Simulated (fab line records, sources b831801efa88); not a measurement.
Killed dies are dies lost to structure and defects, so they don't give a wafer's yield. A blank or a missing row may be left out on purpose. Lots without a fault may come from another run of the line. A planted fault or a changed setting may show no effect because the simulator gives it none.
A struck lot beside a sound one | flow gf180mcu | 14 steps out of a route of 602
Sound: wafers L806.1, L806.4, L806.6. Struck: wafers L809.3, L809.4, L809.5. The cause comes at the end.
At each step with rows: each side's tool, then ch and its chambers, then its first start. Under that, the readings that differ: sound wafers | struck wafers | difference of the means | sigmas: that difference in standard deviations of wafers without a fault.
alike: readings whose means differ by less than 2 such deviations, and words and numbers that are the same on both sides. not compared: withheld readings, readings that some wafer has no value for, bounds like >300 that may hide the same value, and numbers for which the record gives no deviation and whose values overlap.
The two part at a step that has a row with sigmas, a row that says differs or no value, or rows on one side only. Numbers that don't overlap but have no deviation are shown without sigmas and don't part them. A reading that every wafer of one side lacks parts them only if that side has two wafers or more.

first, 5 steps without rows for these wafers: GF_V4_COAT_09 (resist thk 1000 nm); GF_V4_SOFTBAKE_10 (time 60 s); GF_V4_EXPOSE_11 (exposes mask Via4, target cd 260 nm); GF_V4_PEB_12 (peb time 90 s); GF_V4_DEVELOP_13 (develop time 60 s).
GF_V4_CD_MEAS_14: target cd 260 nm.
  sound on cd_sem-02, day 25 17:56; struck on cd_sem-01, day 26 18:07
  alike: cd_nm
GF_V4_OVL_MEAS_15:
  sound on overlay-02, day 25 18:03; struck on overlay-02, day 26 18:12
  alike: V4_OVL
GF_V4_ETCH_16: etches BARC in N2/H2.
  sound on rie_diel-01 ch 0,1, day 25 18:05; struck on rie_diel-01 ch 1,3, day 26 18:14
  alike: drypump_motor_current_A, h2_flow_sccm, oes_product_au, throttle_valve_pct
GF_V4_ETCH_17: etches SiO2 in C4F8/O2/Ar, stops on TiN, target depth 630 nm.
  sound on rie_diel-01 ch 0,1; struck on rie_diel-01 ch 1,3
  alike: oes_product_au
GF_V4_STRIP_18: strips in O2/N2.
  sound on plasma_asher-03 ch 0,1, day 25 18:13; struck on plasma_asher-04 ch 0,1, day 26 18:23
  reading            | sound       | struck      | difference | sigmas
  heater_power_w (W) | 397 394 373 | 319 305 298 | -81        | -3
  alike: drypump_motor_current_A, oes_product_au
  not compared: rf_hours_counter_h
then, 2 steps without rows for these wafers: GF_V4_STRIP_19 (strips in post etch residue remover, time 1200 s); GF_V4_CLEAN_20 (cleans in DIW).
GF_V4_SPUTTER_21: material Ti, target thk 15 nm, time 80.02 s.
  sound on pvd_sputter-04, day 25 18:47; struck on pvd_sputter-04, day 26 18:56
  no value came back on the struck wafers for cathode_dc_power_W (W), chamber_pressure_pa (Pa), throttle_valve_pct (%); on the sound wafers cathode_dc_power_W (W) reads 2499.4 2500.5 2499.8
GF_V4_SPUTTER_22: material TiN, target thk 10 nm, time 40 s.
  sound on pvd_sputter-04, day 25 18:51; struck on pvd_sputter-04, day 26 18:59
  alike: cathode_dc_power_W, chamber_pressure_pa, throttle_valve_pct

WHERE THEY PART
First at GF_V4_STRIP_18; last, within this record, at GF_V4_SPUTTER_21. Later steps at which nothing parts them and some readings are alike: GF_V4_SPUTTER_22.

WHY: what the simulator had put in
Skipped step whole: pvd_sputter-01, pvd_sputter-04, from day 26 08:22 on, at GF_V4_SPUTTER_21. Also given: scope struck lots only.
